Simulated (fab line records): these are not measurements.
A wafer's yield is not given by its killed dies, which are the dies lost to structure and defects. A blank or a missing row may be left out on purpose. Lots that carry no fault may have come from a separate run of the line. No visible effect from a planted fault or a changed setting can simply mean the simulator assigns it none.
fab line records | flow sky130
record: lots: 7 wafers: 18 last_day: 51
route steps=708 shown METAL2@495 VIA2@507 PAD_OPEN@708
lots untouched by any fault: they come from a run of this same line in which no faults occurred
start_h: the number of hours between the record's first day and the start of the first shown wafer of the lot | wait_h: how many hours have passed since the lot's step before this one | " the same as in the row above | L1.1+2: one row covering several wafers at once | - no value, or no start was given | * or withheld: withheld | < > ~ a bound
route shown NAME@n: a module of which the file shows steps, and the number in the route of the first | usual: mean/standard deviation of fault-free wafers | same: alike in all rows | chamber/n: place in a boat | sites: per-site readings | _std_site: how widely they spread, as a standard deviation | _edge_site: the outer-site mean with the inner-site mean subtracted | radius_mm: for every site, how far away it sits from the centre of the wafer | mask NAME#n: copy n | behind: tool/chamber where the wafer was last shaped | hold: why the lot went on hold/how many hours it stayed there/how the hold came to an end | device: transistor that didn't switch, given as n, p or np | end of line: the same wafers' tests at the end of the route | where a step has no rows: the recipe by itself | killed: at the first sort, the dies lost to defects and structure; wafer yield is something else | map: a wafer's dies, x killed, . not, _ none there
set.NAME: the setting that was run; set.NAME@STEP: the one run at that earlier step | model.NAME: the simulator's own value behind a step, which no gauge read
lots at some steps of the route; a table a step, a row a wafer
services: a tool's chamber out of use, with start hour (start_h, from the record's first day; less than 0 if before it), hours out, and reason
== steps ==
step: SKY_METAL2_EXPOSE_12
recipe: mask_id: MM2 na: 0.8 source_shape: annular sigma_inner: 0.55 sigma_outer: 0.85 target_cd_nm: 140 dose_mj: 28
step: SKY_METAL2_PEB_13
recipe: peb_temp_c: withheld peb_time_s: withheld resist: KrF-thick
step: SKY_METAL2_DEVELOP_14
recipe: develop_time_s: 60 resist: KrF-thick dev_temp_c: 21
step: SKY_METAL2_CD_MEAS_15
recipe: target_cd_nm: 140
usual: cd_nm: 139.7/1.6
columns lot.wafer tool chamber start_h wait_h cd_nm
L614.1 cd_sem-01 - 847.04 - 141.5
L614.3 " - " " 141.2
L614.4 " - " " 141.2
L622.4 cd_sem-01 - 896.35 - 136.1
L622.5 " - " " 137.3
L622.6 " - " " 137.9
L625.2 cd_sem-01 - 926.28 - 140.7
L625.3 " - " " 142.2
L626.1 cd_sem-02 - 932.16 - 141.4
L626.2 " - " " 141.8
L626.4 " - " " 142.1
L627.4 cd_sem-01 - 941.27 - 141.9
L627.5 " - " " 142.1
L628.2 cd_sem-02 - 947.73 - 142.0
L628.3 " - " " 141.6
L635.1 cd_sem-01 - 990.49 - 136.9
L635.4 " - " " 137.4
L635.5 " - " " 138.9
step: SKY_METAL2_OVL_MEAS_16
usual: METAL2_OVL: 2/5.6
columns lot.wafer tool chamber start_h wait_h METAL2_OVL[nm]
L614.1 overlay-01 - 847.16 0.1 7
L614.3 " - " " 8
L614.4 " - " " -4
L622.4 overlay-02 - 896.43 0.1 -3
L622.5 " - " " 4
L622.6 " - " " 1
L625.2 overlay-01 - 926.39 0.1 2
L625.3 " - " " 0
L626.1 overlay-01 - 932.28 0.1 7
L626.2 " - " " -3
L626.4 " - " " 2
L627.4 overlay-01 - 941.34 0.1 -10
L627.5 " - " " -6
L628.2 overlay-01 - 947.84 0.1 7
L628.3 " - " " 1
L635.1 overlay-02 - 990.61 0.1 -6
L635.4 " - " " 2
L635.5 " - " " 4
step: SKY_METAL2_DESCUM_17
recipe: chemistry: O2 source_power_w: 150 bias_power_w: 0 pressure_mtorr: 10 temp_c: 40 time_s: 8
usual: drypump_motor_current_A: 5.81/0.24 oes_product_au: 1.002/0.0072
columns lot.wafer tool chamber start_h wait_h drypump_motor_current_A oes_product_au rf_hours_counter_h
L614.1 rie_metal-03 1 847.20 0.0 5.64 1.018 10
L614.3 " 0 " " 6.18 1.011 -
L614.4 " 1 " " 5.63 1.014 -
L622.4 rie_metal-04 0 896.46 0.0 5.75 0.996 -
L622.5 " 1 " " 5.58 1.002 -
L622.6 " 0 " " 5.75 1.003 -
L625.2 rie_metal-01 0 926.42 0.0 5.76 1.005 11
L625.3 " 1 " " 6.06 1.004 -
L626.1 rie_metal-03 1 932.32 0.0 5.62 1.010 14
L626.2 " 0 " " 6.22 0.996 4
L626.4 " 0 " " 6.20 1.006 -
L627.4 rie_metal-04 0 941.37 0.0 5.73 1.012 -
L627.5 " 1 " " 5.55 1.005 -
L628.2 rie_metal-03 1 947.87 0.0 5.62 1.012 14
L628.3 " 0 " " 6.18 1.004 -
L635.1 rie_metal-01 1 990.65 0.0 6.04 0.988 2
L635.4 " 1 " " 6.04 0.987 -
L635.5 " 1 " " 6.05 0.988 -
step: SKY_METAL2_ETCH_18
recipe: chemistry: N2/H2 target: BARC ion_energy_ev: 200 bias_w: 100 pressure_mtorr: 30 n2_flow_sccm: 100 h2_flow_sccm: 200 icp_w: 500 stop_on: SiO2 time_s: 45.9 target_depth_a: 600
usual: drypump_motor_current_A: 5.82/0.24 oes_product_au: 0.854/0.0046 throttle_valve_pct: 13.225/0.0095
columns lot.wafer tool chamber start_h wait_h drypump_motor_current_A oes_product_au rf_hours_counter_h throttle_valve_pct
L614.1 rie_metal-03 1 847.23 0.0 5.63 0.853 10 13.221
L614.3 " 0 " " 6.22 0.855 - 13.228
L614.4 " 1 " " 5.64 0.863 - 13.204
L622.4 rie_metal-04 0 896.50 0.0 5.75 0.856 - 13.209
L622.5 " 1 " " 5.58 0.847 - 13.208
L622.6 " 0 " " 5.73 0.854 - 13.218
L625.2 rie_metal-01 0 926.45 0.0 5.78 0.850 11 13.224
L625.3 " 1 " " 6.04 0.852 - 13.217
L626.1 rie_metal-03 1 932.35 0.0 5.66 0.850 14 13.242
L626.2 " 0 " " 6.23 0.862 4 13.221
L626.4 " 0 " " 6.24 0.852 - 13.228
L627.4 rie_metal-04 0 941.42 0.0 5.75 0.854 - 13.211
L627.5 " 1 " " 5.57 0.857 - 13.217
L628.2 rie_metal-03 1 947.90 0.0 5.64 0.853 14 13.224
L628.3 " 0 " " 6.22 0.857 - 13.224
L635.1 rie_metal-01 1 990.68 0.0 6.03 0.851 2 13.229
L635.4 " 1 " " 6.04 0.861 - 13.236
L635.5 " 1 " " 6.03 0.861 - 13.228
step: SKY_METAL2_METAL_ETCH_19
recipe: target_depth_a: 3600 stop_on: SiO2 over_etch_frac: 0.3 time_s: 78 chemistry: Cl2/BCl3 resist_sidewall_deg: 88 pressure_mtorr: 10 icp_w: 900 bias_w: 48.5 Cl2_flow_sccm: 60 bcl3_flow_sccm: 30
usual: drypump_motor_current_A: 5.81/0.24 oes_product_au: 0.854/0.0055 throttle_valve_pct: 22.264/0.0091
columns lot.wafer tool chamber start_h wait_h drypump_motor_current_A oes_product_au rf_hours_counter_h throttle_valve_pct
L614.1 rie_metal-03 1 847.29 0.0 5.63 0.859 10 22.252
L614.3 " 0 " " 6.20 0.855 - 22.248
L614.4 " 1 " " 5.64 0.853 - 22.269
L622.4 rie_metal-04 0 896.57 0.1 5.73 0.851 - 22.267
L622.5 " 1 " " 5.56 0.853 - 22.267
L622.6 " 0 " " 5.72 0.851 - 22.258
L625.2 rie_metal-01 0 926.51 0.0 5.78 0.854 11 22.256
L625.3 " 1 " " 6.04 0.846 - 22.261
L626.1 rie_metal-03 1 932.41 0.0 5.61 0.848 14 22.278
L626.2 " 0 " " 6.21 0.845 4 22.255
L626.4 " 0 " " 6.22 0.842 - 22.252
L627.4 rie_metal-04 0 941.49 0.1 5.72 0.858 - 22.256
L627.5 " 1 " " 5.55 0.852 - 22.264
L628.2 rie_metal-03 1 947.96 0.0 5.65 0.862 14 22.268
L628.3 " 0 " " 6.22 0.844 - 22.254
L635.1 rie_metal-01 1 990.74 0.0 6.07 0.856 2 22.265
L635.4 " 1 " " 6.04 0.858 - 22.259
L635.5 " 1 " " 6.05 0.850 - 22.259
step: SKY_METAL2_STRIP_20
recipe: chemistry: O2/N2 power_w: 1400 pressure_mtorr: 1500 platen_temp_c: withheld o2_flow_sccm: 3000 n2_flow_sccm: 300 overash_fraction: 0.5
usual: drypump_motor_current_A: 5.8/0.4 oes_product_au: 0.342/0.0041 strip_time_to_endpoint_s: 2.682/0.029
columns lot.wafer tool chamber start_h wait_h drypump_motor_current_A oes_product_au rf_hours_counter_h strip_time_to_endpoint_s
L614.1 plasma_asher-01 0 847.38 0.1 6.0 0.344 10 2.627
L614.3 " 1 " " 5.1 0.338 - 2.655
L614.4 " 0 " " 5.9 0.346 - 2.638
L622.4 plasma_asher-02 1 896.66 0.1 6.1 0.342 - 2.678
L622.5 " 0 " " 6.0 0.347 - 2.722
L622.6 " 1 " " 6.1 0.346 - 2.664
L625.2 plasma_asher-01 1 926.60 0.1 5.1 0.346 18 2.731
L625.3 " 0 " " 6.0 0.348 - 2.727
L626.1 plasma_asher-01 1 932.50 0.1 5.1 0.341 19 2.644
L626.2 " 0 " " 5.9 0.342 19 2.668
L626.4 " 0 " " 6.0 0.342 - 2.665
L627.4 plasma_asher-04 1 941.58 0.1 6.1 0.345 - 2.706
L627.5 " 1 " " 6.1 0.338 - 2.703
L628.2 plasma_asher-04 1 948.05 0.1 6.1 0.342 103 2.647
L628.3 " 0 " " 5.2 0.336 - 2.666
L635.1 plasma_asher-01 1 990.83 0.1 5.1 0.335 24 2.700
L635.4 " 0 " " 5.9 0.344 - 2.667
L635.5 " 1 " " 5.1 0.344 - 2.652
step: SKY_METAL2_STRIP_21
recipe: chemistry: post_etch_residue_remover time_s: 1200 temp_c: 72.5
step: SKY_METAL2_CLEAN_22
recipe: chemistry: IPA time_s: 180 temp_c: 25
step: SKY_METAL2_CLEAN_23
recipe: chemistry: O3/DIW dry: n2_spin
step: SKY_VIA2_HDPCVD_00
recipe: material: SiO2 target_thk_nm: 1180 sigma_open_frac: 0.3 time_s: 196.7 temp_c: 400 sih4_flow_sccm: 60 pressure_mtorr: 6
usual: run_length_s: 224.6/0.6
columns lot.wafer tool chamber start_h wait_h run_length_s model.SiO2_of_VIA2_HDPCVD_00.thk_nm
L614.1 hdpcvd-02 1 847.97 0.0 224.1 1191
L614.3 " 2 " " 223.7 1173
L614.4 " 0 " " 224.6 1178
L622.4 hdpcvd-02 2 897.30 0.1 223.9 1159
L622.5 " 1 " " 224.3 1174
L622.6 " 0 " " 224.6 1178
L625.2 hdpcvd-02 2 927.27 0.0 223.8 1169
L625.3 " 1 " " 201.9 1035
L626.1 hdpcvd-01 1 933.18 0.0 224.7 1170
L626.2 " 2 " " 225.3 1174
L626.4 " 2 " " 225.7 1176
L627.4 hdpcvd-02 2 942.24 0.1 223.7 1168
L627.5 " 1 " " 201.9 1043
L628.2 hdpcvd-02 2 948.64 0.0 224.1 1166
L628.3 " 0 " " 202.9 1048
L635.1 hdpcvd-01 1 991.43 0.0 224.4 1172
L635.4 " 1 " " 224.4 1161
L635.5 " 2 " " 225.3 1158
step: SKY_VIA2_THK_MEAS_01
recipe: reads: SiO2_of_VIA2_HDPCVD_00
usual: VIA2_HDPCVD_THK: 1175/11
columns lot.wafer tool chamber start_h wait_h VIA2_HDPCVD_THK[nm]
L614.1 film_metro-04 - 848.10 0.1 1191
L614.3 " - " " 1173
L614.4 " - " " 1178
L622.4 film_metro-04 - 897.40 0.0 1158
L622.5 " - " " 1173
L622.6 " - " " 1177
L625.2 film_metro-02 - 927.41 0.1 1170
L625.3 " - " " 1035
L626.1 film_metro-04 - 933.30 0.1 1169
L626.2 " - " " 1173
L626.4 " - " " 1175
L627.4 film_metro-02 - 942.33 0.0 1168
L627.5 " - " " 1044
L628.2 film_metro-04 - 948.78 0.1 1167
L628.3 " - " " 1048
L635.1 film_metro-02 - 991.56 0.1 1171
L635.4 " - " " 1161
L635.5 " - " " 1157
step: SKY_VIA2_CMP_02
recipe: material: SiO2 down_force_psi: 4 platen_rpm: 60 pad_velocity_m_s: 0.94248
usual: motor_current_A: 12.4/1.3 retaining_ring_pressure_frac: 1.000/0.005 slurry_filter_dp_kPa: 13.51/0.15
columns lot.wafer tool chamber start_h wait_h motor_current_A retaining_ring_pressure_frac slurry_filter_dp_kPa
L614.1 cmp-02 3 848.16 0.1 13.1 0.992 13.49
L614.3 " 0 " " 10.4 0.998 13.68
L614.4 " 1 " " 14.1 1.001 13.40
L622.4 cmp-02 2 897.43 0.0 13.3 1.001 13.84
L622.6 " 2 " " 13.5 0.997 13.50
L622.5 " 3 " " 12.6 1.006 13.65
L625.3 cmp-02 1 927.56 0.1 13.6 0.997 13.65
L625.2 " 2 " " 13.2 0.997 13.30
L626.1 cmp-02 2 933.41 0.1 12.9 1.014 13.48
L626.2 " 3 " " 13.3 0.998 13.47
L626.4 " 0 " " 10.3 1.000 13.30
L627.4 cmp-01 2 942.41 0.1 13.8 1.006 13.33
L627.5 " 1 " " 10.9 1.004 13.70
L628.2 cmp-01 3 948.88 0.1 11.6 0.993 13.71
L628.3 " 1 " " 11.0 0.998 13.64
L635.1 cmp-02 3 991.67 0.1 12.6 1.000 13.39
L635.4 " 0 " " 10.5 0.999 13.48
L635.5 " 3 " " 12.4 0.997 13.44
step: SKY_PAD_OPEN_PROBE_99
usual: defect_limited_yield: 82.3/1.8 killed_at_M0_to_M3: 43/6.9 killed_at_M4_up: 3.2/1.6 killed_at_contacts: 25/5.1 killed_at_front_end: 16/4.5 killed_at_other: 0.3/0.68 killed_dies: 87/8.9 killed_open: 48/6.9 killed_short: 39/6.3 sort_bin_3_pad_short: 0.8/0.4 sort_bin_5_function: 10.5/1.4 sort_bin_6_memory: 6.4/1.1 sort_n_pass: 405/8.9 sort_yield_pct: 82.3/1.8
same: gross_dies: 492 killed_at_back_side: 0 sort_bin_4_leakage[%]: 0 sort_bin_8_speed[%]: 0
columns lot.wafer tool chamber start_h wait_h defect_limited_yield[%] killed_at_M0_to_M3 killed_at_M4_up killed_at_contacts killed_at_front_end killed_at_other killed_dies killed_open killed_short sort_bin_3_pad_short[%] sort_bin_5_function[%] sort_bin_6_memory[%] sort_n_pass sort_yield_pct[%]
L625.3 prober-01 - 1164.93 0.2 86.0 36 4 21 8 0 69 37 32 0.4 8.1 5.5 423 86.0
L626.1 prober-02 - 1170.49 0.1 83.9 26 4 33 15 1 79 44 34 0.8 9.8 5.5 413 83.9
L626.2 prober-02 - 1170.54 0.1 83.1 48 4 16 14 1 83 43 39 0.2 10.6 6.1 409 83.1
L626.4 prober-02 - 1170.64 0.2 82.7 40 0 19 26 0 85 45 40 0.6 10.8 5.9 407 82.7
L627.4 prober-01 - 1177.99 0.2 81.3 59 0 15 17 1 92 54 38 0.6 10.4 7.7 400 81.3
L628.2 prober-02 - 1179.74 0.1 81.7 41 4 32 13 0 90 52 38 1.0 11.2 6.1 402 81.7
killed by level:class
L625.3 VIA2:geometric_particle:open=9 VIA3:geometric_particle:open=9 LI_CONTACT:geometric_particle:short=8 LI_CONTACT:geometric_particle:open=7 METAL4:geometric_particle:short=4 CONTACT:geometric_particle:open=3 METAL1:geometric_particle:short=3 VIA1:geometric_particle:short=3
L626.1 CONTACT:geometric_particle:open=10 CONTACT:geometric_particle:short=9 LI_CONTACT:geometric_particle:open=7 VIA2:geometric_particle:open=7 VIA1:geometric_particle:open=5 FIELD_ISO:geometric_particle:short=4 LOCAL_INTERCONNECT:geometric_particle:short=4 METAL1:geometric_particle:short=4
L626.2 VIA1:geometric_particle:open=12 METAL1:geometric_particle:short=9 CONTACT:geometric_particle:open=8 METAL2:geometric_particle:short=8 FIELD_ISO:geometric_particle:open=5 POLY_GATE:geometric_particle:open=5 VIA3:geometric_particle:short=5 CONTACT:geometric_particle:short=3
L626.4 FIELD_ISO:geometric_particle:short=14 CONTACT:geometric_particle:open=11 VIA1:geometric_particle:open=10 FIELD_ISO:geometric_particle:open=9 METAL1:geometric_particle:short=6 VIA3:geometric_particle:open=5 LI_CONTACT:geometric_particle:open=4 VIA1:geometric_particle:short=4
L627.4 VIA1:geometric_particle:open=16 VIA3:geometric_particle:open=9 VIA2:geometric_particle:open=9 FIELD_ISO:geometric_particle:short=5 LI_CONTACT:geometric_particle:open=5 VIA2:geometric_particle:short=5 VIA3:geometric_particle:short=5 METAL1:geometric_particle:short=4
L628.2 LI_CONTACT:geometric_particle:open=9 CONTACT:geometric_particle:short=9 VIA1:geometric_particle:open=9 CONTACT:geometric_particle:open=8 VIA2:geometric_particle:open=8 METAL3:geometric_particle:short=5 VIA3:geometric_particle:short=5 FIELD_ISO:geometric_particle:short=3
== services ==
columns tool chamber start_h hours kind
rie_metal-01 - 829.61 0.4 repair
rie_metal-04 0 830.66 21.1 repair
plasma_asher-02 - 837.47 0.3 repair
rie_metal-04 1 851.80 - clean
rie_metal-04 1 851.80 25.8 scheduled_down
rie_metal-04 1 851.80 25.8 vent_cycle
cmp-02 - 851.84 4.1 pm
plasma_asher-02 - 862.05 0.6 repair
plasma_asher-02 - 867.50 2.8 pm
plasma_asher-01 - 881.08 1.8 repair
cmp-02 - 909.76 1.3 repair
cmp-01 - 912.02 4.0 pm
rie_metal-01 1 928.90 - clean
cmp-01 - 936.09 4.3 pm
plasma_asher-01 - 940.85 2.7 repair
plasma_asher-02 - 949.75 1.8 repair
hdpcvd-02 - 950.25 15.0 pm
hdpcvd-02 2 951.16 10.9 repair
rie_metal-01 0 963.91 4.2 repair
hdpcvd-01 0 965.73 4.9 repair
hdpcvd-01 2 966.14 9.9 repair
cmp-01 - 972.57 1.3 repair
cmp-01 - 985.66 0.4 repair
rie_metal-04 0 985.94 1.2 repair
== key ==
first_sign: step: SKY_VIA2_HDPCVD_00 reading: run_length_s direction: down sigmas: 38 usual: * struck: *
effect: step: SKY_VIA2_THK_MEAS_01 reading: VIA2_HDPCVD_THK direction: down sigmas: 12 usual: 1175 struck: 1042
model_effect: step: SKY_VIA2_HDPCVD_00 value: SiO2_of_VIA2_HDPCVD_00.thk_nm without: 1175 struck: 1042
met_at SKY_VIA2_HDPCVD_00
struck_wafers L625.3,L627.5,L628.3
onset_between 897.30 927.27
fault: kind: process_parameter_drift tool: hdpcvd-02 chamber: - onset_h: 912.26 steps: SKY_VIA2_HDPCVD_00 channel: time_s offset: * shape: step end_h: 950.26 scope: struck_wafers_only acts_in: * stated: *
